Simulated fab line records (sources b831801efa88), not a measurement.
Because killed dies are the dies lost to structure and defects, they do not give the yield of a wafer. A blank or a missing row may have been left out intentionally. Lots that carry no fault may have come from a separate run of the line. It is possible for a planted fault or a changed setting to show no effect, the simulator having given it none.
Matching of chambers || flow gf180mcu || pecvd-03 running GF_V4_CVD_02: 3 sister chambers
The step deposits SiO2 from TEOS, target thk 850 nm, time 94.851 s. 3 wafers are shown with their chamber, then 10 later ones without.

WAFERS WITH THEIR CHAMBER
{"wafer": "L085.4", "chamber": 1, "heater-power-outer-w (W)": 352}
{"wafer": "L091.1", "chamber": 0, "heater-power-outer-w (W)": 368}
{"wafer": "L091.2", "chamber": 2, "heater-power-outer-w (W)": 482}

WAFERS WITHOUT THEIR CHAMBER
{"wafer": "L091.3", "heater-power-outer-w (W)": 322}
{"wafer": "L094.1", "heater-power-outer-w (W)": 320}
{"wafer": "L094.2", "heater-power-outer-w (W)": 455}
{"wafer": "L094.6", "heater-power-outer-w (W)": 256}
{"wafer": "L096.1", "heater-power-outer-w (W)": 442}
{"wafer": "L096.4", "heater-power-outer-w (W)": 270}
{"wafer": "L096.5", "heater-power-outer-w (W)": 365}
{"wafer": "L097.1", "heater-power-outer-w (W)": 334}
{"wafer": "L097.2", "heater-power-outer-w (W)": 328}
{"wafer": "L097.5", "heater-power-outer-w (W)": 353}

WHICH CHAMBER EACH WENT THROUGH
{"wafer": "L091.3", "from the rows above": "can't be placed: 1 or 0", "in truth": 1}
{"wafer": "L094.1", "from the rows above": "can't be placed: 1 or 0", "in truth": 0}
{"wafer": "L094.2", "from the rows above": "can't be placed: 2 or 0 or 1", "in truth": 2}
{"wafer": "L094.6", "from the rows above": "can't be placed: 1 or 0", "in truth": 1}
{"wafer": "L096.1", "from the rows above": "can't be placed: 2 or 0 or 1", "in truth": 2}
{"wafer": "L096.4", "from the rows above": "can't be placed: 1 or 0", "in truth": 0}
{"wafer": "L096.5", "from the rows above": "can't be placed: 0 or 1", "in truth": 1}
{"wafer": "L097.1", "from the rows above": "can't be placed: 1 or 0", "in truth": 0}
{"wafer": "L097.2", "from the rows above": "can't be placed: 1 or 0", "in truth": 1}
{"wafer": "L097.5", "from the rows above": "can't be placed: 1 or 0", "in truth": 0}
Correct placement for 0 of the 10. From these rows, 10 cannot be placed; in 10 the true chamber is one of the candidates. Wrongly placed: 0.
How it was worked out, from the rows above alone: a wafer's distance from a chamber is the root of the sum, over the readings, of the square of ((its reading less the chamber's mean) divided by the reading's scatter). The wafer belongs to the nearest chamber; if the next one is less than 2 further off, it can't be placed. The mean given for a chamber averages the wafers shown for that chamber. The scatter: root of mean squared gap, hidden wafer to nearest shown wafer, with one shown wafer a chamber.
